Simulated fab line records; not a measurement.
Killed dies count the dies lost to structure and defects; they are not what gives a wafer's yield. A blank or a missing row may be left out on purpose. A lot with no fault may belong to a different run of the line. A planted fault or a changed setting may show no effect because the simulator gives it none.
fab line records / flow sky130 / part 2 of 2: steps 30 to 42 of 42
[record] lots = 5 wafers = 15 last-day = 50
route steps=708 shown LDD_LDN@302 SPACER@304 POLY_CUT@307 SD_P@320 RES_XHIGH@332 SD_N@342
lots that met no fault: taken from a fault-free run of the same line
start-h: hours from the record's opening day to when the first of the lot's shown wafers began / wait-h: hours elapsed since this lot's preceding step / " same as the row above / L1.1+2: several wafers, shown together as one row / - no value present, or no start provided / * or withheld: withheld / < > ~ a bound
route shown NAME@n: names a module that has steps shown in the file, with the first one's number in the route / usual: mean/standard deviation taken from wafers without a fault / same: alike in all rows / chamber/n: place in a boat / sites: per-site readings / _std_site: how widely they spread, as a standard deviation / _edge_site: inner sites' mean taken away from outer sites' mean / radius-mm: how far each site lies from the wafer's centre / mask NAME#n: copy n / behind: tool/chamber where the wafer was last shaped / hold: what put the lot on hold/how long, in hours/how the hold closed / device: whichever transistor did not switch (one of n, p or np) / end of line: at the end of the route, the tests of the same wafers / a step with no rows: only its recipe / killed: the dies lost at the first sort to structure and to defects; this is not the yield of the wafer / map: the dies of a wafer, with x for killed, . for not killed, _ for no die there
set.NAME: the setting the step ran with; set.NAME@STEP: the setting that earlier step ran with / model.NAME: the simulator's own value behind a step, which no gauge read
certain route steps with their lots: each step a table, each wafer a row
services: from which hour (start-h, from the record's first day; less than 0 if before it) a tool's chamber was out of use, for how many hours, and why
[[steps]]
[step SKY_SD_P_TW_MEAS_11]
[usual] SD_P_TW = 2822/46
lot.wafer=L074.3 tool=film-metro-04 chamber=- start-h=586.10 wait-h=0.1 SD_P_TW=2869
lot.wafer=L074.4 tool=film-metro-04 chamber=- start-h=586.10 wait-h=0.1 SD_P_TW=2891
lot.wafer=L074.6 tool=film-metro-04 chamber=- start-h=586.10 wait-h=0.1 SD_P_TW=2875
lot.wafer=L075.3 tool=film-metro-04 chamber=- start-h=598.69 wait-h=0.1 SD_P_TW=2896
lot.wafer=L075.5 tool=film-metro-04 chamber=- start-h=598.69 wait-h=0.1 SD_P_TW=2883
lot.wafer=L075.6 tool=film-metro-04 chamber=- start-h=598.69 wait-h=0.1 SD_P_TW=2860
lot.wafer=L078.1 tool=film-metro-04 chamber=- start-h=625.03 wait-h=0.1 SD_P_TW=2874
lot.wafer=L078.4 tool=film-metro-04 chamber=- start-h=625.03 wait-h=0.1 SD_P_TW=2876
lot.wafer=L078.6 tool=film-metro-04 chamber=- start-h=625.03 wait-h=0.1 SD_P_TW=2886
lot.wafer=L095.1 tool=film-metro-02 chamber=- start-h=763.52 wait-h=0.1 SD_P_TW=2772
lot.wafer=L095.5 tool=film-metro-02 chamber=- start-h=763.52 wait-h=0.1 SD_P_TW=2779
lot.wafer=L095.6 tool=film-metro-02 chamber=- start-h=763.52 wait-h=0.1 SD_P_TW=2773
lot.wafer=L097.2 tool=film-metro-01 chamber=- start-h=782.63 wait-h=0.1 SD_P_TW=2850
lot.wafer=L097.3 tool=film-metro-01 chamber=- start-h=782.63 wait-h=0.1 SD_P_TW=2856
lot.wafer=L097.5 tool=film-metro-01 chamber=- start-h=782.63 wait-h=0.1 SD_P_TW=2849
[step SKY_RES_XHIGH_DEHYDRATE_00]
[recipe] temp-c = 200 time-s = 60
[usual] plate-temp-C = 200.02/0.17
lot.wafer=L074.3 tool=litho-track-01 chamber=0 start-h=601.01 wait-h=14.9 plate-temp-C=200.25
lot.wafer=L074.4 tool=litho-track-01 chamber=0 start-h=601.01 wait-h=14.9 plate-temp-C=200.10
lot.wafer=L074.6 tool=litho-track-01 chamber=0 start-h=601.01 wait-h=14.9 plate-temp-C=200.08
lot.wafer=L075.3 tool=litho-track-02 chamber=0 start-h=612.54 wait-h=13.8 plate-temp-C=200.07
lot.wafer=L075.5 tool=litho-track-02 chamber=0 start-h=612.54 wait-h=13.8 plate-temp-C=200.06
lot.wafer=L075.6 tool=litho-track-02 chamber=0 start-h=612.54 wait-h=13.8 plate-temp-C=199.88
lot.wafer=L078.1 tool=litho-track-02 chamber=0 start-h=639.19 wait-h=14.1 plate-temp-C=200.10
lot.wafer=L078.4 tool=litho-track-02 chamber=0 start-h=639.19 wait-h=14.1 plate-temp-C=200.18
lot.wafer=L078.6 tool=litho-track-02 chamber=0 start-h=639.19 wait-h=14.1 plate-temp-C=200.14
lot.wafer=L095.1 tool=litho-track-04 chamber=0 start-h=776.18 wait-h=12.6 plate-temp-C=200.11
lot.wafer=L095.5 tool=litho-track-04 chamber=0 start-h=776.18 wait-h=12.6 plate-temp-C=200.15
lot.wafer=L095.6 tool=litho-track-04 chamber=0 start-h=776.18 wait-h=12.6 plate-temp-C=199.98
lot.wafer=L097.2 tool=litho-track-01 chamber=0 start-h=794.84 wait-h=12.2 plate-temp-C=199.84
lot.wafer=L097.3 tool=litho-track-01 chamber=0 start-h=794.84 wait-h=12.2 plate-temp-C=200.01
lot.wafer=L097.5 tool=litho-track-01 chamber=0 start-h=794.84 wait-h=12.2 plate-temp-C=199.89
[step SKY_RES_XHIGH_HMDS_01]
[recipe] prime-time-s = 60 prime-temp-c = 120
lot.wafer=L074.3+4+6 tool=litho-track-01 chamber=0 start-h=601.16 wait-h=0.1
lot.wafer=L075.3+5+6 tool=litho-track-02 chamber=0 start-h=612.69 wait-h=0.1
lot.wafer=L078.1+4+6 tool=litho-track-02 chamber=0 start-h=639.34 wait-h=0.1
lot.wafer=L095.1+5+6 tool=litho-track-04 chamber=0 start-h=776.33 wait-h=0.1
lot.wafer=L097.2+3+5 tool=litho-track-01 chamber=0 start-h=794.99 wait-h=0.1
[step SKY_RES_XHIGH_COAT_02]
[recipe] resist = NOVOLAK spin-rpm = 3000 resist-thk-nm = 1140
lot.wafer=L074.3+4+6 tool=litho-track-01 chamber=0 start-h=601.31 wait-h=0.1
lot.wafer=L075.3+5+6 tool=litho-track-02 chamber=0 start-h=612.84 wait-h=0.1
lot.wafer=L078.1+4+6 tool=litho-track-02 chamber=0 start-h=639.49 wait-h=0.1
lot.wafer=L095.1+5+6 tool=litho-track-04 chamber=0 start-h=776.48 wait-h=0.1
lot.wafer=L097.2+3+5 tool=litho-track-01 chamber=0 start-h=795.14 wait-h=0.1
[step SKY_RES_XHIGH_SOFTBAKE_03]
[recipe] temp-c = 90 time-s = 60 resist = NOVOLAK
[usual] plate-temp-C = 90.00/0.13
lot.wafer=L074.3 tool=litho-track-01 chamber=0 start-h=601.46 wait-h=0.1 plate-temp-C=89.95
lot.wafer=L074.4 tool=litho-track-01 chamber=0 start-h=601.46 wait-h=0.1 plate-temp-C=89.94
lot.wafer=L074.6 tool=litho-track-01 chamber=0 start-h=601.46 wait-h=0.1 plate-temp-C=90.08
lot.wafer=L075.3 tool=litho-track-02 chamber=0 start-h=612.99 wait-h=0.1 plate-temp-C=89.77
lot.wafer=L075.5 tool=litho-track-02 chamber=0 start-h=612.99 wait-h=0.1 plate-temp-C=89.85
lot.wafer=L075.6 tool=litho-track-02 chamber=0 start-h=612.99 wait-h=0.1 plate-temp-C=89.79
lot.wafer=L078.1 tool=litho-track-02 chamber=0 start-h=639.64 wait-h=0.1 plate-temp-C=90.18
lot.wafer=L078.4 tool=litho-track-02 chamber=0 start-h=639.64 wait-h=0.1 plate-temp-C=90.24
lot.wafer=L078.6 tool=litho-track-02 chamber=0 start-h=639.64 wait-h=0.1 plate-temp-C=90.01
lot.wafer=L095.1 tool=litho-track-04 chamber=0 start-h=776.63 wait-h=0.1 plate-temp-C=89.99
lot.wafer=L095.5 tool=litho-track-04 chamber=0 start-h=776.63 wait-h=0.1 plate-temp-C=89.84
lot.wafer=L095.6 tool=litho-track-04 chamber=0 start-h=776.63 wait-h=0.1 plate-temp-C=89.90
lot.wafer=L097.2 tool=litho-track-01 chamber=0 start-h=795.29 wait-h=0.1 plate-temp-C=89.86
lot.wafer=L097.3 tool=litho-track-01 chamber=0 start-h=795.29 wait-h=0.1 plate-temp-C=90.22
lot.wafer=L097.5 tool=litho-track-01 chamber=0 start-h=795.29 wait-h=0.1 plate-temp-C=89.91
[step SKY_RES_XHIGH_EXPOSE_04]
[recipe] mask-id = URPM na = 0.6 source-shape = conventional sigma-outer = 0.6 polarization = unpolarized target-cd-nm = 1270 dose-mj = 140
lot.wafer=L074.3+4+6 tool=iline-stepper-02 chamber=0 start-h=- wait-h=- mask=URPM#0
lot.wafer=L075.3+5+6 tool=iline-stepper-01 chamber=0 start-h=- wait-h=- mask=URPM#0
lot.wafer=L078.1+4+6 tool=iline-stepper-01 chamber=0 start-h=- wait-h=- mask=URPM#0
lot.wafer=L095.1+5+6 tool=iline-stepper-02 chamber=0 start-h=- wait-h=- mask=URPM#0
lot.wafer=L097.2+3+5 tool=iline-stepper-02 chamber=0 start-h=- wait-h=- mask=URPM#0
[step SKY_RES_XHIGH_PEB_05]
[recipe] temp-c = withheld time-s = * resist = NOVOLAK
lot.wafer=L074.3+4+6 tool=litho-track-01 chamber=0 start-h=- wait-h=-
lot.wafer=L075.3+5+6 tool=litho-track-04 chamber=0 start-h=- wait-h=-
lot.wafer=L078.1+4+6 tool=litho-track-01 chamber=0 start-h=- wait-h=-
lot.wafer=L095.1+5+6 tool=litho-track-04 chamber=0 start-h=- wait-h=-
lot.wafer=L097.2+3+5 tool=litho-track-04 chamber=0 start-h=- wait-h=-
[step SKY_RES_XHIGH_DEVELOP_06]
[recipe] resist = NOVOLAK developer = TMAH develop-time-s = 60 dev-temp-c = 23
lot.wafer=L074.3+4+6 tool=litho-track-01 chamber=0 start-h=614.91 wait-h=0.1
lot.wafer=L075.3+5+6 tool=litho-track-04 chamber=0 start-h=627.63 wait-h=0.1
lot.wafer=L078.1+4+6 tool=litho-track-01 chamber=0 start-h=653.91 wait-h=0.1
lot.wafer=L095.1+5+6 tool=litho-track-04 chamber=0 start-h=788.83 wait-h=0.1
lot.wafer=L097.2+3+5 tool=litho-track-04 chamber=0 start-h=808.50 wait-h=0.1
[step SKY_RES_XHIGH_IMPLANT_07]
[recipe] species = BF2 energy-kev = 20 dose-cm2 = 3.6e+14 tilt-deg = 0
[same] implant-ion-amu = 49
lot.wafer=L074.3+4+6 tool=implanter-03 chamber=0 start-h=615.06 wait-h=0.1
lot.wafer=L075.3+5+6 tool=implanter-04 chamber=0 start-h=627.78 wait-h=0.1
lot.wafer=L078.1+4+6 tool=implanter-04 chamber=0 start-h=654.06 wait-h=0.1
lot.wafer=L095.1+5+6 tool=implanter-03 chamber=0 start-h=788.98 wait-h=0.1
lot.wafer=L097.2+3+5 tool=implanter-04 chamber=0 start-h=808.65 wait-h=0.1
[step SKY_RES_XHIGH_STRIP_08]
[recipe] chemistry = O2/N2 power-w = 1400 pressure-mtorr = 1500 platen-temp-c = withheld o2-flow-sccm = 3000 n2-flow-sccm = 300 overash-fraction = 0.5
[usual] drypump-motor-current-A = 5.9/0.46 oes-product-au = 0.711/0.0042 strip-time-to-endpoint-s = 14.27/0.044
lot.wafer=L074.3 tool=plasma-asher-04 chamber=0 start-h=615.20 wait-h=0.1 drypump-motor-current-A=5.6 oes-product-au=0.713 rf-hours-counter-h=- strip-time-to-endpoint-s=14.21
lot.wafer=L074.4 tool=plasma-asher-04 chamber=1 start-h=615.20 wait-h=0.1 drypump-motor-current-A=5.9 oes-product-au=0.718 rf-hours-counter-h=- strip-time-to-endpoint-s=14.27
lot.wafer=L074.6 tool=plasma-asher-04 chamber=0 start-h=615.20 wait-h=0.1 drypump-motor-current-A=5.6 oes-product-au=0.705 rf-hours-counter-h=- strip-time-to-endpoint-s=14.31
lot.wafer=L075.3 tool=plasma-asher-04 chamber=0 start-h=627.91 wait-h=0.1 drypump-motor-current-A=5.6 oes-product-au=0.716 rf-hours-counter-h=- strip-time-to-endpoint-s=14.31
lot.wafer=L075.5 tool=plasma-asher-04 chamber=0 start-h=627.91 wait-h=0.1 drypump-motor-current-A=5.6 oes-product-au=0.707 rf-hours-counter-h=- strip-time-to-endpoint-s=14.29
lot.wafer=L075.6 tool=plasma-asher-04 chamber=1 start-h=627.91 wait-h=0.1 drypump-motor-current-A=5.9 oes-product-au=0.708 rf-hours-counter-h=- strip-time-to-endpoint-s=14.30
lot.wafer=L078.1 tool=plasma-asher-04 chamber=0 start-h=654.21 wait-h=0.1 drypump-motor-current-A=5.6 oes-product-au=0.718 rf-hours-counter-h=23 strip-time-to-endpoint-s=14.24
lot.wafer=L078.4 tool=plasma-asher-04 chamber=1 start-h=654.21 wait-h=0.1 drypump-motor-current-A=5.9 oes-product-au=0.718 rf-hours-counter-h=- strip-time-to-endpoint-s=14.27
lot.wafer=L078.6 tool=plasma-asher-04 chamber=0 start-h=654.21 wait-h=0.1 drypump-motor-current-A=5.6 oes-product-au=0.702 rf-hours-counter-h=- strip-time-to-endpoint-s=14.29
lot.wafer=L095.1 tool=plasma-asher-02 chamber=0 start-h=789.13 wait-h=0.1 drypump-motor-current-A=6.6 oes-product-au=0.714 rf-hours-counter-h=97 strip-time-to-endpoint-s=14.28
lot.wafer=L095.5 tool=plasma-asher-02 chamber=0 start-h=789.13 wait-h=0.1 drypump-motor-current-A=6.6 oes-product-au=0.713 rf-hours-counter-h=- strip-time-to-endpoint-s=14.20
lot.wafer=L095.6 tool=plasma-asher-02 chamber=1 start-h=789.13 wait-h=0.1 drypump-motor-current-A=5.1 oes-product-au=0.713 rf-hours-counter-h=- strip-time-to-endpoint-s=14.27
lot.wafer=L097.2 tool=plasma-asher-02 chamber=1 start-h=808.78 wait-h=0.1 drypump-motor-current-A=5.1 oes-product-au=0.708 rf-hours-counter-h=99 strip-time-to-endpoint-s=14.18
lot.wafer=L097.3 tool=plasma-asher-02 chamber=1 start-h=808.78 wait-h=0.1 drypump-motor-current-A=5.1 oes-product-au=0.713 rf-hours-counter-h=- strip-time-to-endpoint-s=14.20
lot.wafer=L097.5 tool=plasma-asher-02 chamber=0 start-h=808.78 wait-h=0.1 drypump-motor-current-A=6.6 oes-product-au=0.706 rf-hours-counter-h=- strip-time-to-endpoint-s=14.23
[step SKY_RES_XHIGH_TW_MEAS_09]
[usual] RES_XHIGH_TW = 1642/23
lot.wafer=L074.3 tool=film-metro-04 chamber=- start-h=615.28 wait-h=0.1 RES_XHIGH_TW=1673
lot.wafer=L074.4 tool=film-metro-04 chamber=- start-h=615.28 wait-h=0.1 RES_XHIGH_TW=1666
lot.wafer=L074.6 tool=film-metro-04 chamber=- start-h=615.28 wait-h=0.1 RES_XHIGH_TW=1673
lot.wafer=L075.3 tool=film-metro-01 chamber=- start-h=628.00 wait-h=0.1 RES_XHIGH_TW=1642
lot.wafer=L075.5 tool=film-metro-01 chamber=- start-h=628.00 wait-h=0.1 RES_XHIGH_TW=1645
lot.wafer=L075.6 tool=film-metro-01 chamber=- start-h=628.00 wait-h=0.1 RES_XHIGH_TW=1648
lot.wafer=L078.1 tool=film-metro-01 chamber=- start-h=654.31 wait-h=0.1 RES_XHIGH_TW=1639
lot.wafer=L078.4 tool=film-metro-01 chamber=- start-h=654.31 wait-h=0.1 RES_XHIGH_TW=1646
lot.wafer=L078.6 tool=film-metro-01 chamber=- start-h=654.31 wait-h=0.1 RES_XHIGH_TW=1635
lot.wafer=L095.1 tool=film-metro-02 chamber=- start-h=789.23 wait-h=0.1 RES_XHIGH_TW=1615
lot.wafer=L095.5 tool=film-metro-02 chamber=- start-h=789.23 wait-h=0.1 RES_XHIGH_TW=1610
lot.wafer=L095.6 tool=film-metro-02 chamber=- start-h=789.23 wait-h=0.1 RES_XHIGH_TW=1613
lot.wafer=L097.2 tool=film-metro-02 chamber=- start-h=808.89 wait-h=0.1 RES_XHIGH_TW=1608
lot.wafer=L097.3 tool=film-metro-02 chamber=- start-h=808.89 wait-h=0.1 RES_XHIGH_TW=1609
lot.wafer=L097.5 tool=film-metro-02 chamber=- start-h=808.89 wait-h=0.1 RES_XHIGH_TW=1603
[step SKY_SD_N_DEHYDRATE_00]
[recipe] temp-c = 200 time-s = 60
[usual] plate-temp-C = 200.03/0.16
lot.wafer=L074.3 tool=litho-track-02 chamber=0 start-h=629.74 wait-h=14.4 plate-temp-C=199.73
lot.wafer=L074.4 tool=litho-track-02 chamber=0 start-h=629.74 wait-h=14.4 plate-temp-C=199.99
lot.wafer=L074.6 tool=litho-track-02 chamber=0 start-h=629.74 wait-h=14.4 plate-temp-C=199.81
lot.wafer=L075.3 tool=litho-track-03 chamber=0 start-h=641.82 wait-h=13.8 plate-temp-C=200.01
lot.wafer=L075.5 tool=litho-track-03 chamber=0 start-h=641.82 wait-h=13.8 plate-temp-C=199.87
lot.wafer=L075.6 tool=litho-track-03 chamber=0 start-h=641.82 wait-h=13.8 plate-temp-C=199.97
lot.wafer=L078.1 tool=litho-track-03 chamber=0 start-h=668.12 wait-h=13.8 plate-temp-C=200.31
lot.wafer=L078.4 tool=litho-track-03 chamber=0 start-h=668.12 wait-h=13.8 plate-temp-C=200.00
lot.wafer=L078.6 tool=litho-track-03 chamber=0 start-h=668.12 wait-h=13.8 plate-temp-C=200.30
lot.wafer=L095.1 tool=litho-track-03 chamber=0 start-h=802.32 wait-h=13.1 plate-temp-C=200.10
lot.wafer=L095.5 tool=litho-track-03 chamber=0 start-h=802.32 wait-h=13.1 plate-temp-C=199.96
lot.wafer=L095.6 tool=litho-track-03 chamber=0 start-h=802.32 wait-h=13.1 plate-temp-C=200.03
lot.wafer=L097.2 tool=litho-track-03 chamber=0 start-h=821.75 wait-h=12.8 plate-temp-C=199.97
lot.wafer=L097.3 tool=litho-track-03 chamber=0 start-h=821.75 wait-h=12.8 plate-temp-C=199.98
lot.wafer=L097.5 tool=litho-track-03 chamber=0 start-h=821.75 wait-h=12.8 plate-temp-C=199.81
[step SKY_SD_N_HMDS_01]
[recipe] prime-time-s = 60 prime-temp-c = 120
lot.wafer=L074.3+4+6 tool=litho-track-02 chamber=0 start-h=629.89 wait-h=0.1
lot.wafer=L075.3+5+6 tool=litho-track-03 chamber=0 start-h=641.97 wait-h=0.1
lot.wafer=L078.1+4+6 tool=litho-track-03 chamber=0 start-h=668.27 wait-h=0.1
lot.wafer=L095.1+5+6 tool=litho-track-03 chamber=0 start-h=802.47 wait-h=0.1
lot.wafer=L097.2+3+5 tool=litho-track-03 chamber=0 start-h=821.90 wait-h=0.1
[[services]]
tool=implanter-03 chamber=- start-h=505.64 hours=2.6 kind=repair
tool=implanter-03 chamber=- start-h=511.82 hours=1.1 kind=repair
tool=iline-stepper-01 chamber=- start-h=529.28 hours=6.0 kind=repair
tool=rie-diel-02 chamber=- start-h=541.57 hours=0.7 kind=repair
tool=lpcvd-02 chamber=- start-h=556.42 hours=6.0 kind=pm
tool=iline-stepper-01 chamber=- start-h=601.92 hours=1.7 kind=pm
tool=iline-stepper-02 chamber=- start-h=612.77 hours=2.4 kind=repair
tool=iline-stepper-02 chamber=- start-h=615.21 hours=1.7 kind=pm
tool=plasma-asher-04 chamber=- start-h=615.37 hours=1.3 kind=repair
tool=plasma-asher-02 chamber=- start-h=625.77 hours=25.5 kind=repair
tool=plasma-asher-04 chamber=- start-h=633.65 hours=2.2 kind=repair
tool=rie-diel-02 chamber=3 start-h=638.70 hours=7.4 kind=repair
tool=lpcvd-02 chamber=- start-h=658.81 hours=1.1 kind=repair
tool=plasma-asher-04 chamber=- start-h=672.88 hours=0.8 kind=repair
tool=implanter-04 chamber=- start-h=681.96 hours=5.8 kind=pm
tool=iline-stepper-02 chamber=- start-h=743.51 hours=12.7 kind=repair
tool=rie-diel-02 chamber=1 start-h=746.39 hours=23.2 kind=repair
tool=lpcvd-02 chamber=- start-h=756.18 hours=0.3 kind=repair
tool=rie-diel-02 chamber=2 start-h=759.12 hours=6.2 kind=repair
tool=implanter-03 chamber=- start-h=768.68 hours=4.4 kind=pm
tool=plasma-asher-04 chamber=- start-h=775.43 hours=4.1 kind=repair
tool=implanter-03 chamber=- start-h=775.99 hours=1.4 kind=repair
tool=rie-diel-02 chamber=1 start-h=789.37 hours=4.6 kind=repair
tool=implanter-03 chamber=- start-h=790.59 hours=1.2 kind=repair
